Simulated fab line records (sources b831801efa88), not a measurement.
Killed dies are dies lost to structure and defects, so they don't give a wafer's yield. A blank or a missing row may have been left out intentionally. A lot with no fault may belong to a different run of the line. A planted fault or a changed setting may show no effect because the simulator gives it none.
Check for tools in common + flow sky130 + Sampled: 10 lots, 30 wafers

== WHY THIS WAS OPENED ==
At SKY_LOCAL_INTERCONNECT_RS_MEAS_01 the reading LOCAL_INTERCONNECT_TIN_RS is flagged on 2 of 10 lots. Fault-free wafers read 14.11 ohm/sq, with a standard deviation of 0.13.
Rule: a lot gets a flag if all its wafers with a number sit over 4 standard deviations from that mean, or if no wafer of it has a number. All remaining lots are regarded as sound.

| lot  | measured     | on            | LOCAL_INTERCONNECT_TIN_RS (ohm/sq), wafer by wafer | flag    |
|------|--------------|---------------|----------------------------------------------------|---------|
| L336 | day 30 02:52 | film-metro-03 | 14.05 14.08 13.98                                  |         |
| L340 | day 31 22:24 | film-metro-02 | 14.17 13.99 14.14                                  |         |
| L341 | day 32 05:08 | film-metro-01 | 14.16 14.04 14.17                                  |         |
| L342 | day 32 16:23 | film-metro-02 | 13.95 13.97 13.76                                  |         |
| L347 | day 33 22:27 | film-metro-02 | 13.96 14.09 13.91                                  |         |
| L350 | day 34 16:55 | film-metro-02 | 12.29 12.30 12.29                                  | FLAGGED |
| L351 | day 34 21:54 | film-metro-03 | 14.31 14.19 14.28                                  |         |
| L353 | day 35 07:12 | film-metro-01 | 12.26 12.29 12.27                                  | FLAGGED |
| L355 | day 35 19:26 | film-metro-03 | 14.31 14.15 14.12                                  |         |
| L357 | day 37 00:16 | film-metro-03 | 14.29 14.25 14.32                                  |         |
On average the flagged lots' numbers are 12.28 ohm/sq, which is -1.83 ohm/sq against the usual, or -14 standard deviations.

== WHICH TOOL RAN EACH LOT ==
The record holds 1 process step before the reading, out of a route of 708 steps. Every cell lists first the tool, next ch and the chambers used by the sampled wafers, and last the start.
| lot  | flag    | SKY_LOCAL_INTERCONNECT_SPUTTER_00 |
|------|---------|-----------------------------------|
| L336 |         | pvd-sputter-02, day 30 02:49      |
| L340 |         | pvd-sputter-02, day 31 22:19      |
| L341 |         | pvd-sputter-02, day 32 05:04      |
| L342 |         | pvd-sputter-02, day 32 16:20      |
| L347 |         | pvd-sputter-02, day 33 22:23      |
| L350 | FLAGGED | pvd-sputter-02, day 34 16:51      |
| L351 |         | pvd-sputter-03, day 34 21:50      |
| L353 | FLAGGED | pvd-sputter-02, day 35 07:07      |
| L355 |         | pvd-sputter-04, day 35 19:22      |
| L357 |         | pvd-sputter-03, day 37 00:11      |
These steps, and what they do:
- SKY_LOCAL_INTERCONNECT_SPUTTER_00: material TiN, target thk 100 nm, time 83.3 s.
- SKY_LOCAL_INTERCONNECT_RS_MEAS_01: measures by four-point-probe.

== FLAGGED OVER TOTAL, TOOL BY TOOL (the gauges that took the reading come last) ==
| step                              | tool           | lots run | flagged | share of the flagged lots | sound lots run after its first flagged lot |
|-----------------------------------|----------------|----------|---------|---------------------------|--------------------------------------------|
| SKY_LOCAL_INTERCONNECT_SPUTTER_00 | pvd-sputter-02 | 7        | 2       | all                       | 0                                          |
| SKY_LOCAL_INTERCONNECT_SPUTTER_00 | pvd-sputter-03 | 2        | 0       | none                      | -                                          |
| SKY_LOCAL_INTERCONNECT_SPUTTER_00 | pvd-sputter-04 | 1        | 0       | none                      | -                                          |
| SKY_LOCAL_INTERCONNECT_RS_MEAS_01 | film-metro-01  | 2        | 1       | some                      | 0                                          |
| SKY_LOCAL_INTERCONNECT_RS_MEAS_01 | film-metro-02  | 4        | 1       | some                      | 0                                          |
| SKY_LOCAL_INTERCONNECT_RS_MEAS_01 | film-metro-03  | 4        | 0       | none                      | -                                          |

== WHAT THE TABLE PERMITS ==
1 row of the table ran every flagged lot: pvd-sputter-02 at SKY_LOCAL_INTERCONNECT_SPUTTER_00.
- pvd-sputter-02 at SKY_LOCAL_INTERCONNECT_SPUTTER_00 ran 7 lots, 2 of them flagged. Its last sound lot is L347 (day 33 22:23), its first flagged lot L350 (day 34 16:51): a fault that began between those two fits. Its own readings lie more than 4 standard deviations out on every wafer of the flagged lots: cathode-dc-power-W.
Left over: one tool, pvd-sputter-02 at SKY_LOCAL_INTERCONNECT_SPUTTER_00.

== WHAT THE SIMULATOR HAD INSERTED ==
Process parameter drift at SKY_LOCAL_INTERCONNECT_SPUTTER_00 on pvd-sputter-02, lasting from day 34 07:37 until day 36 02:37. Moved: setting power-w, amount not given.
Struck lots among those shown: L350, L353. The rule above reached the same finding.
